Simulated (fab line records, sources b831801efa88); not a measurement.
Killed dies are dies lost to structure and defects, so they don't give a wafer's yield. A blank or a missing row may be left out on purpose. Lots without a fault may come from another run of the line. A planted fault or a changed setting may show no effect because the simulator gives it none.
fab line records | flow sfq_line
record lots=15 wafers=45 last_day=81
route steps=325 shown C5@246 I6@279 I7@297
lots that met no fault: from a run of the same line without faults
start_h: hours from the record's first day to the start of the lot's first wafer shown | wait_h: hours since the lot's step before | " the same as in the row above | L1.1+2: a row that stands for several wafers | - no value, or no start given | * or withheld: withheld | < > ~ a bound
route shown NAME@n: a module of which the file shows steps, and the number in the route of the first | usual: mean/standard deviation of fault-free wafers | same: alike in all rows | chamber/n: place in a boat | sites: the reading at each site | _std_site: their standard deviation | _edge_site: outer sites' mean less inner sites' | radius_mm: how far each site lies from the wafer's centre | mask NAME#n: copy n | behind: the tool/chamber that last shaped the wafer | hold: why the lot was held/for how many hours/how that ended | device: the transistor (n, p or np) that didn't switch | end of line: the same wafers' tests at the end of the route | a step without rows: its recipe alone | killed: dies lost to structure and defects at the first sort, not the wafer's yield | map: a wafer's dies, x killed, . not, _ none there
set.NAME: the setting as run; set.NAME@STEP: as run at that earlier step | model.NAME: the simulator's own value behind a step, which no gauge read
steps of the route over a sample of lots; a table a step, a row a wafer
services: from which hour (start_h, from the record's first day; less than 0 if before it) a tool's chamber was out of use, for how many hours, and why
## steps
# step SFQ_C5_OVL_MEAS_937
# usual C5_OVL=-3/5.4
# columns lot.wafer tool chamber start_h wait_h C5_OVL[nm]
L678.3 overlay-01 - 1315.35 0.1 -1
L678.4 " - " " -5
L678.5 " - " " -3
L682.2 overlay-02 - 1346.52 0.1 -1
L682.5 " - " " -1
L682.6 " - " " 2
L683.1 overlay-01 - 1378.16 0.1 4
L683.2 " - " " 0
L683.5 " - " " 4
L684.1 overlay-02 - 1423.82 0.1 1
L684.3 " - " " 2
L684.6 " - " " -5
L685.2 overlay-01 - 1477.86 0.1 8
L685.3 " - " " -3
L685.4 " - " " -1
L686.1 overlay-01 - 1479.06 0.1 5
L686.3 " - " " 2
L686.5 " - " " 9
L687.1 overlay-01 - 1481.46 0.1 -10
L687.2 " - " " -6
L687.5 " - " " -7
L688.1 overlay-01 - 1485.18 0.1 -3
L688.2 " - " " 0
L688.4 " - " " -1
L689.3 overlay-01 - 1517.97 0.1 -6
L689.4 " - " " -9
L689.6 " - " " -10
L690.2 overlay-01 - 1588.42 0.1 -4
L690.5 " - " " -3
L690.6 " - " " -1
L696.2 overlay-01 - 1707.37 0.1 -9
L696.3 " - " " -16
L696.5 " - " " -13
L697.2 overlay-02 - 1712.02 0.1 -5
L697.3 " - " " -10
L697.5 " - " " -8
L698.3 overlay-01 - 1751.73 0.1 -10
L698.4 " - " " -6
L698.5 " - " " -9
L699.3 overlay-02 - 1754.31 0.1 -5
L699.5 " - " " -5
L699.6 " - " " 2
L700.2 overlay-02 - 1756.86 0.1 2
L700.3 " - " " 4
L700.6 " - " " 5
# step SFQ_TRILAYER_I6_VIA_STRIP_STRIP_173
# recipe gas=O2 power_w=200 platen_temp_c=40 overash_fraction=0.65 chemistry=O2 pressure_mtorr=50
# usual chamber_pressure_mTorr=50.00/0.046 drypump_motor_current_A=5.9/0.38 oes_product_au=1.002/0.008
# columns lot.wafer tool chamber start_h wait_h chamber_pressure_mTorr drypump_motor_current_A oes_product_au rf_hours_counter_h
L678.3 rie_metal-03 0 1552.64 - 49.98 5.8 1.009 -
L678.4 " 1 " " 50.01 6.3 0.993 -
L678.5 " 0 " " 50.00 5.7 1.013 -
L682.2 rie_metal-04 0 1563.28 - 49.99 5.3 1.004 4
L682.5 " 1 " " 49.93 5.8 1.011 -
L682.6 " 0 " " 49.96 5.3 1.004 -
L683.1 rie_metal-02 0 1564.48 - 49.98 6.4 1.003 113
L683.2 " 1 " " 49.93 6.2 0.993 40
L683.5 " 0 " " 50.00 6.4 1.007 -
L684.1 rie_metal-03 1 1565.80 - 49.98 6.3 1.002 45
L684.3 " 1 " " 49.97 6.3 0.994 -
L684.6 " 1 " " 49.97 6.3 1.001 -
L685.2 rie_metal-03 0 1595.65 - 49.95 5.7 0.996 61
L685.3 " 0 " " 50.12 5.8 1.005 -
L685.4 " 1 " " 50.03 6.3 1.003 -
L686.1 rie_metal-04 1 1596.85 - 50.00 5.8 0.998 72
L686.3 " 1 " " 49.98 5.8 0.991 -
L686.5 " 1 " " 50.04 5.8 0.995 -
L687.1 rie_metal-03 0 1598.05 - 49.99 5.7 1.007 62
L687.2 " 1 " " 49.95 6.3 1.002 49
L687.5 " 0 " " 49.95 5.7 1.013 -
L688.1 rie_metal-04 1 1601.16 - 50.05 5.8 0.998 72
L688.2 " 0 " " 49.98 5.2 0.991 9
L688.4 " 0 " " 50.02 5.2 1.001 -
L689.3 rie_metal-03 0 1712.18 - 50.11 5.8 0.998 -
L689.4 " 1 " " 50.02 6.3 1.010 -
L689.6 " 1 " " 49.99 6.3 1.004 -
L690.2 rie_metal-03 0 1715.58 - 50.02 5.7 1.003 78
L690.5 " 1 " " 49.99 6.3 1.008 -
L690.6 " 0 " " 50.00 5.8 1.003 -
L696.2 rie_metal-04 1 1762.53 - 50.01 5.8 1.000 94
L696.3 " 0 " " 50.00 5.2 0.994 -
L696.5 " 0 " " 50.00 5.2 0.991 -
L697.2 rie_metal-02 1 1763.93 - 49.92 6.2 0.997 -
L697.3 " 1 " " 49.94 6.2 0.996 -
L697.5 " 1 " " 50.09 6.2 0.991 -
L698.3 rie_metal-03 0 1772.77 - 50.00 5.8 0.998 -
L698.4 " 1 " " 50.03 6.3 1.008 -
L698.5 " 1 " " 49.95 6.3 1.010 -
L699.3 rie_metal-02 1 1775.20 - 49.99 6.2 0.981 -
L699.5 " 1 " " 50.03 6.2 0.994 -
L699.6 " 1 " " 50.01 6.2 0.994 -
L700.2 rie_metal-04 1 1776.20 - 49.97 5.9 1.010 -
L700.3 " 1 " " 49.95 5.8 0.999 -
L700.6 " 1 " " 49.96 5.8 1.002 -
# step SFQ_TRILAYER_I7_CMP_CMP_184
# recipe material=SiO2 down_force_psi=3 platen_rpm=60 pad_velocity_m_s=0.94248
# usual edge_zone_pressure_frac=1.000/0.0046 head_pressure_psi=3.000/0.0065 motor_current_A=10.0/1.1 time_to_endpoint_s=214/8.7
# columns lot.wafer tool chamber start_h wait_h edge_zone_pressure_frac head_pressure_psi motor_current_A time_to_endpoint_s
L678.3 cmp-01 2 1649.64 0.5 0.997 3.007 10.8 225
L678.4 " 0 1650.64 1.5 1.004 2.990 10.0 241
L678.5 " 2 1651.64 2.5 1.003 2.996 11.3 225
L682.2 cmp-02 3 1665.89 4.5 0.996 3.008 7.6 210
L682.5 " 1 1666.89 5.5 1.002 3.003 11.2 214
L682.6 " 2 " " 0.997 3.001 9.9 219
L683.2 cmp-01 1 1666.44 4.0 0.997 2.998 9.8 205
L683.1 " 2 " " 1.007 3.007 10.9 210
L683.5 " 0 1667.94 5.5 1.009 2.999 10.1 228
L684.1 cmp-02 0 1668.39 4.8 0.996 2.996 11.0 202
L684.3 " 1 " " 1.000 2.994 10.7 206
L684.6 " 0 1670.39 6.7 0.995 3.007 9.5 205
L685.3 cmp-02 2 1688.89 1.3 0.998 2.998 9.8 211
L685.4 " 3 " " 1.001 2.997 7.5 207
L685.2 " 0 " " 1.007 3.002 12.2 209
L686.1 cmp-01 0 1690.44 1.6 0.993 3.007 10.1 217
L686.3 " 2 1691.44 2.5 0.999 3.010 11.2 216
L686.5 " 3 " " 1.001 3.004 10.5 230
L687.1 cmp-02 0 1692.39 1.6 0.996 2.996 11.1 206
L687.2 " 1 " " 0.998 2.998 11.2 212
L687.5 " 0 1694.39 3.5 0.998 3.010 11.1 206
L688.2 cmp-02 1 1697.89 1.1 0.992 2.994 10.9 208
L688.4 " 2 " " 1.000 2.994 10.5 212
L688.1 " 3 " " 0.997 2.996 7.9 198
L689.4 cmp-01 3 1717.08 0.3 0.996 2.998 10.8 218
L689.3 " 1 1718.08 1.3 0.999 3.005 10.1 199
L689.6 " 3 1719.08 2.3 1.004 2.997 10.2 215
L690.2 cmp-01 3 1812.26 1.0 0.989 2.999 10.8 207
L690.6 " 1 1813.26 2.0 0.997 3.005 10.1 207
L690.5 " 2 " " 0.996 3.003 10.7 212
L696.3 cmp-02 3 1849.40 4.5 - - - -
L696.2 " 1 1850.40 5.5 - - - -
L696.5 " 3 1851.40 6.4 - - - -
L697.3 cmp-01 0 1851.63 1.9 - - - -
L697.2 " 1 " " - - - -
L697.5 " 3 1853.13 3.3 - - - -
L698.3 cmp-01 3 1856.99 0.0 - - - -
L698.4 " 0 " " - - - -
L698.5 " 0 1859.49 2.5 - - - -
L699.3 cmp-02 0 1862.86 1.1 1.002 2.997 11.2 206
L699.5 " 2 1863.86 2.1 0.996 2.993 9.8 219
L699.6 " 3 " " 1.004 3.000 7.5 207
L700.3 cmp-01 3 1863.67 0.7 1.010 3.001 11.2 225
L700.2 " 0 " " 1.010 3.011 10.1 230
L700.6 " 3 1865.67 2.7 1.005 3.002 10.6 223
# step SFQ_TRILAYER_I7_METRO_MEASURE_185
# usual thk_nm=200.3/1.2
# columns lot.wafer tool chamber start_h wait_h thk_nm
L678.3 film_metro-04 - 1652.66 0.5 199.7
L678.4 " - " " 201.2
L678.5 " - " " 200.2
L682.2 film_metro-01 - 1668.21 0.3 198.6
L682.5 " - " " 199.0
L682.6 " - " " 199.0
L683.1 film_metro-02 - 1669.06 0.1 198.7
L683.2 " - " " 199.8
L683.5 " - " " 200.4
L684.1 film_metro-04 - 1671.01 0.1 199.7
L684.3 " - " " 198.9
L684.6 " - " " 198.9
L685.2 film_metro-04 - 1692.21 0.3 199.2
L685.3 " - " " 201.1
L685.4 " - " " 199.7
L686.1 film_metro-02 - 1693.06 0.1 202.9
L686.3 " - " " 199.3
L686.5 " - " " 201.0
L687.1 film_metro-01 - 1695.01 0.1 199.8
L687.2 " - " " 199.4
L687.5 " - " " 199.9
L688.1 film_metro-04 - 1701.01 0.1 199.3
L688.2 " - " " 200.4
L688.4 " - " " 200.3
L689.3 film_metro-04 - 1720.60 0.5 199.1
L689.4 " - " " 200.2
L689.6 " - " " 201.1
L690.2 film_metro-01 - 1814.58 0.3 200.6
L690.5 " - " " 199.6
L690.6 " - " " 199.0
L696.2 film_metro-01 - 1852.22 0.3 487.8
L696.3 " - " " 489.9
L696.5 " - " " 497.5
L697.2 film_metro-04 - 1854.45 0.3 493.5
L697.3 " - " " 494.3
L697.5 " - " " 500.3
L698.3 film_metro-02 - 1860.51 0.5 501.2
L698.4 " - " " 502.5
L698.5 " - " " 512.2
L699.3 film_metro-02 - 1865.38 0.5 201.0
L699.5 " - " " 202.0
L699.6 " - " " 201.0
L700.2 film_metro-01 - 1866.99 0.3 201.6
L700.3 " - " " 201.5
L700.6 " - " " 200.7
# step SFQ_TRILAYER_I7_VIA_ETCH_VIA_ETCH_190
# recipe target=SiO2 stop_on=Nb mask_material=PR taper_deg=20 chemistry=CHF3 target_depth_nm=260 source_w=500 bias_w=80 pressure_mtorr=30 time_s=withheld
# usual chamber_pressure_mTorr=30.00/0.033 drypump_motor_current_A=5.7/0.54 oes_product_au=0.855/0.006
# columns lot.wafer tool chamber start_h wait_h chamber_pressure_mTorr drypump_motor_current_A oes_product_au
L678.3 rie_diel-04 0 1744.61 0.0 29.97 6.2 0.849
L678.4 " 1 " " 29.99 5.3 0.857
L678.5 " 2 " " 30.03 5.5 0.856
L682.2 rie_diel-01 2 1762.74 0.0 29.98 5.5 0.851
L682.5 " 0 " " 30.00 4.8 0.852
L682.6 " 1 " " 30.02 6.0 0.860
L683.1 rie_diel-04 3 1763.94 0.0 30.02 6.4 0.858
L683.2 " 1 " " 29.98 5.3 0.844
L683.5 " 1 " " 30.02 5.3 0.860
L684.1 rie_diel-03 1 1766.34 0.0 30.00 6.4 0.856
L684.3 " 3 " " 29.99 6.2 0.846
L684.6 " 3 " " 30.05 6.2 0.849
L685.2 rie_diel-03 3 1786.74 0.0 30.00 6.2 0.850
L685.3 " 1 " " 29.98 6.4 0.856
L685.4 " 0 " " 30.03 5.3 0.852
L686.1 rie_diel-04 0 1789.14 0.0 30.00 6.2 0.866
L686.3 " 2 " " 30.00 5.5 0.851
L686.5 " 3 " " 29.97 6.4 0.852
L687.1 rie_diel-01 2 1791.54 0.0 29.99 5.5 0.846
L687.2 " 3 " " 30.01 4.8 0.853
L687.5 " 2 " " 30.03 5.5 0.848
L688.1 rie_diel-03 2 1795.14 0.0 30.02 5.7 0.849
L688.2 " 1 " " 30.03 6.4 0.857
L688.4 " 3 " " 30.00 6.2 0.856
L689.3 rie_diel-01 2 1807.46 0.1 29.98 5.5 0.853
L689.4 " 3 " " 30.01 4.8 0.851
L689.6 " 3 " " 30.02 4.8 0.855
L690.2 rie_diel-03 1 1817.91 0.0 29.98 6.4 0.852
L690.5 " 2 " " 30.03 5.7 0.850
L690.6 " 1 " " 29.98 6.4 0.860
L696.2 rie_diel-01 2 1855.55 0.0 30.02 5.5 1.631
L696.3 " 3 " " 29.99 4.8 1.660
L696.5 " 1 " " 30.00 6.0 1.623
L697.2 rie_diel-04 2 1858.22 0.0 30.01 5.5 1.602
L697.3 " 0 " " 30.00 6.2 1.631
L697.5 " 2 " " 29.99 5.5 1.600
L698.3 rie_diel-04 3 1865.70 0.0 30.01 6.4 1.609
L698.4 " 0 " " 29.98 6.2 1.621
L698.5 " 3 " " 29.97 6.4 1.618
L699.3 rie_diel-04 0 1868.50 0.0 29.96 6.2 0.859
L699.5 " 0 " " 29.99 6.2 0.864
L699.6 " 1 " " 30.00 5.3 0.851
L700.2 rie_diel-03 2 1870.32 0.0 30.02 5.7 0.866
L700.3 " 1 " " 29.99 6.4 0.857
L700.6 " 0 " " 30.08 5.3 0.856
# step SFQ_TRILAYER_I7_VIA_STRIP_STRIP_191
# recipe gas=O2 power_w=200 platen_temp_c=40 overash_fraction=0.65 chemistry=O2 pressure_mtorr=50
# usual chamber_pressure_mTorr=50.00/0.054 drypump_motor_current_A=6.03/0.28 oes_product_au=1.000/0.0079
# columns lot.wafer tool chamber start_h wait_h chamber_pressure_mTorr drypump_motor_current_A oes_product_au rf_hours_counter_h
L678.3 rie_metal-02 0 1744.93 - 50.04 6.35 0.990 -
L678.4 " 1 " " 50.03 6.19 0.990 -
L678.5 " 1 " " 50.01 6.22 0.997 -
L682.2 rie_metal-01 0 1762.85 - 50.16 5.68 1.010 106
L682.5 " 1 " " 49.95 5.83 0.990 -
L682.6 " 0 " " 49.86 5.69 1.001 -
L683.1 rie_metal-03 0 1764.05 - 50.03 5.74 1.014 82
L683.2 " 1 " " 49.96 6.32 1.011 73
L683.5 " 1 " " 50.00 6.34 1.016 -
L684.1 rie_metal-03 1 1766.45 - 50.07 6.32 1.008 73
L684.3 " 0 " " 50.02 5.75 0.993 -
L684.6 " 1 " " 49.98 6.33 1.007 -
L685.2 rie_metal-02 1 1786.85 - 50.04 6.16 0.980 72
L685.3 " 0 " " 49.94 6.40 0.995 -
L685.4 " 1 " " 50.04 6.21 0.984 -
L686.1 rie_metal-03 1 1789.25 - 50.06 6.34 1.001 75
L686.3 " 1 " " 50.04 6.33 1.006 -
L686.5 " 1 " " 50.00 6.34 1.005 -
L687.1 rie_metal-01 0 1791.65 - 50.05 5.71 1.002 110
L687.2 " 1 " " 49.99 5.81 1.001 81
L687.5 " 1 " " 49.95 5.81 0.998 -
L688.1 rie_metal-01 0 1795.25 - 49.95 5.71 0.999 110
L688.2 " 1 " " 50.03 5.85 0.985 81
L688.4 " 0 " " 50.04 5.70 0.985 -
L689.3 rie_metal-01 0 1807.78 - 49.97 5.71 1.006 -
L689.4 " 1 " " 49.95 5.78 0.992 -
L689.6 " 0 " " 49.97 5.71 1.005 -
L690.2 rie_metal-03 1 1818.02 - 50.06 6.36 1.004 79
L690.5 " 0 " " 50.03 5.75 1.014 -
L690.6 " 1 " " 49.98 6.35 1.007 -
L696.2 rie_metal-01 1 1855.66 - 50.03 5.81 0.998 90
L696.3 " 1 " " 50.06 5.83 0.996 -
L696.5 " 0 " " 50.03 5.71 0.994 -
L697.2 rie_metal-01 1 1858.34 - 49.95 5.81 1.001 91
L697.3 " 0 " " 50.19 5.69 1.001 -
L697.5 " 1 " " 50.08 5.88 1.002 -
L698.3 rie_metal-01 1 1866.01 - 50.02 5.78 0.988 -
L698.4 " 0 " " 50.03 5.70 1.001 -
L698.5 " 0 " " 49.90 5.69 1.003 -
L699.3 rie_metal-02 1 1868.81 - 50.02 6.20 0.997 -
L699.5 " 0 " " 49.97 6.40 1.014 -
L699.6 " 1 " " 50.02 6.23 0.992 -
L700.2 rie_metal-02 1 1870.43 - 50.01 6.24 0.984 81
L700.3 " 1 " " 49.99 6.23 0.993 -
L700.6 " 1 " " 49.97 6.23 0.988 -
## services
# columns tool chamber start_h hours kind
cmp-02 - 1539.58 2.9 pm
rie_metal-03 - 1540.31 0.3 repair
cmp-01 - 1562.23 5.4 repair
rie_metal-02 1 1574.40 13.5 repair
cmp-02 - 1600.44 4.0 pm
cmp-02 - 1605.49 4.6 pm
cmp-01 - 1606.02 1.1 repair
cmp-01 - 1608.63 2.3 repair
rie_metal-01 - 1611.24 4.3 pm
cmp-02 - 1631.31 1.8 repair
rie_metal-02 - 1646.52 0.2 repair
rie_metal-02 - 1682.48 1.4 pm
rie_metal-01 1 1688.84 26.0 repair
rie_metal-03 0 1721.10 15.2 repair
rie_metal-03 - 1730.47 0.7 repair
cmp-02 - 1761.90 0.8 repair
cmp-02 - 1774.70 1.6 repair
cmp-01 - 1774.84 4.0 pm
rie_metal-03 1 1775.04 10.2 repair
cmp-01 - 1787.29 4.5 pm
rie_metal-03 0 1798.78 15.3 repair
rie_metal-03 - 1839.02 0.4 repair
rie_metal-03 1 1842.13 19.4 repair
cmp-01 - 1855.23 1.4 repair
## key
first_sign step=SFQ_TRILAYER_I7_CMP_CMP_184 reading=tool_record direction=missing
effect step=SFQ_TRILAYER_I7_METRO_MEASURE_185 reading=thk_nm direction=up sigmas=99+ usual=200.3 struck=497.7
effect step=SFQ_TRILAYER_I7_VIA_ETCH_VIA_ETCH_190 reading=oes_product_au direction=up sigmas=99+ usual=0.855 struck=1.622
met_at SFQ_TRILAYER_I7_CMP_CMP_184
struck_lots L696,L697,L698
not_acting_at SFQ_C5_OVL_MEAS_937,SFQ_TRILAYER_I6_VIA_STRIP_STRIP_173,SFQ_TRILAYER_I7_VIA_STRIP_STRIP_191
onset_between 1812.26 1849.40
fault kind=skipped_step_whole tool=cmp-01,cmp-02 chamber=- onset_h=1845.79 steps=SFQ_TRILAYER_I7_CMP_CMP_184 scope=struck_lots_only
